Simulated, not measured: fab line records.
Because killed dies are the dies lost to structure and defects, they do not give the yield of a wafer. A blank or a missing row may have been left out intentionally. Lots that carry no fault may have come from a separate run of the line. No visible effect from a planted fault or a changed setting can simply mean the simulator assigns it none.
8D (eight disciplines) problem report, filled in by code    flow sky130    the parts of the form that need people (team, actions taken, sign-off) are left out

1. THE ISSUE
Wafers free of any fault read 1432 (standard deviation 15) for LDD_HVN_TW at SKY_LDD_HVN_TW_MEAS_10, against a mean of 226 on 4 wafers of 3 lots. That puts it -80 standard deviations away from the usual mean.
The first sign was on wafer L184.3 at day 25 20:22, on film metro-01. Wafers with a number at this step in the record: 38, from 13 lots. By rule, "out" or "out of limits" means more than 4 standard deviations away from the usual mean. All remaining wafers that have a number are taken as sound.

2. WHAT IT IS, WHAT IT ISN'T
question                     is                              is not
which readings at this step  LDD_HVN_TW                      -
which lots                   L184, L185, L186                L171, L172, L173, L174, L175, L176, L178, L191, L192, L194
which wafers of those lots   L184.3, L185.4, L186.3, L186.4  L184.2, L185.5, L185.6, L186.5
read on which gauges         film metro-01                   film metro-02, film metro-04
when                         from day 25 20:22               up to then (22 sound wafers); but 12 sound wafers of L185, L186, L191, L192, L194 came after

3. SUSPECTS, AND WHAT RULES EACH OUT
Counting: any tool at a process step up to the reading remains a suspect provided it ran every lot that is out. Sound lots after the first of them don't rule it out here, since some wafers of a struck lot are sound.
- ruled out: the gauge at SKY_LDD_HVN_TW_MEAS_10. All the wafers that are out were read on film metro-01, but those of them that SKY_PAD_OPEN_PROBE_99 has rows for are out there too, on other tools.
- litho track-02 at SKY_LDD_HVN_DEVELOP_06 (develop time 60 s): kept. Every lot that is out went through it, the first being L184 (day 25 19:56); the last sound lot it ran before that was L171 (day 21 00:56).
Left after counting: litho track-02 at SKY_LDD_HVN_DEVELOP_06.

4. THE CAUSE (what the simulator had put in)
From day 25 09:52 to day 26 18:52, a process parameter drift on litho track-02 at SKY_LDD_HVN_DEVELOP_06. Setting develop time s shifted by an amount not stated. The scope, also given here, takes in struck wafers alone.
The count eliminated every tool but this one.

5. SEQUENCE OF EFFECTS, ordered by route
Rows list readings where the struck wafers' mean (over those with a number) sits beyond 3 standard deviations from the usual. Scope: only readings with a usual standard deviation given in the record; hours: median across lots of the time from each lot's start at the first step in this table that gives one to its start at this step; sigmas: change in usual standard deviations.
hours  step                    reading              usual  on struck wafers  change  sigmas
0      SKY_LDD_HVN_TW_MEAS_10  LDD_HVN_TW           1432   226               -1206   -80
575    SKY_PAD_OPEN_PROBE_99   killed at front end  15     418               +402    +99 or more
575    SKY_PAD_OPEN_PROBE_99   killed dies          85     492               +407    +45
575    SKY_PAD_OPEN_PROBE_99   killed on rim        17     96                +79     +21
Process steps it contains:
- SKY_PAD_OPEN_PROBE_99

6. WHAT WOULD HAVE CAUGHT IT SOONER
In this record the first reading out of limits at a measuring or inspecting step was taken at day 25 20:22, 10 hours after the fault began at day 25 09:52.
Lots out: 3; of these, L185, L186 started SKY_LDD_HVN_DEVELOP_06 on litho track-02 after day 25 20:22. A hold on the tool at that time would have spared those 2.
